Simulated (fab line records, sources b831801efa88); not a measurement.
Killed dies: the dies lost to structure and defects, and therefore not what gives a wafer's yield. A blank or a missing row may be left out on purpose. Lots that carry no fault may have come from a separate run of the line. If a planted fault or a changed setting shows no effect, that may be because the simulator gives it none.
Matching of chambers ; flow sfq-line ; SFQ_TRILAYER_I4_CMP_CMP_100 on cmp-02 has 4 sister chambers
The step polishes SiO2. 4 wafers are shown with their chamber, then 7 later ones without.

== WAFERS WITH THEIR CHAMBER ==
wafer;chamber;motor-current-A (A)
L467.3;2;11.3
L467.6;3;9.1
L473.1;1;11.0
L473.4;0;8.8

== WAFERS WITHOUT THEIR CHAMBER ==
wafer;motor-current-A (A)
L473.6;11.0
L483.4;9.1
L483.5;11.5
L483.6;9.7
L484.2;11.5
L484.5;9.4
L484.6;10.6

== THE CHAMBER EACH PASSED THROUGH ==
wafer;from the rows above;in truth
L473.6;can't be placed: 1 or 2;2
L483.4;can't be placed: 3 or 0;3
L483.5;can't be placed: 2 or 1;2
L483.6;can't be placed: 3 or 0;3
L484.2;can't be placed: 2 or 1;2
L484.5;can't be placed: 3 or 0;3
L484.6;can't be placed: 1 or 2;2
0 of 7 placed correctly. Can't be placed from these rows: 7 (the true chamber is among the candidates in 7). Number placed wrongly: 0.
How it was worked out, from the rows above alone: a wafer's distance from a chamber is the root of the sum, over the readings, of the square of ((its reading less the chamber's mean) divided by the reading's scatter). The wafer belongs to the nearest chamber; if the next one is less than 2 further off, it can't be placed. Each chamber's mean is taken over the wafers shown for it. The scatter: with one shown wafer a chamber, the root of the mean of the squares of how far each hidden wafer lies from its nearest shown one.
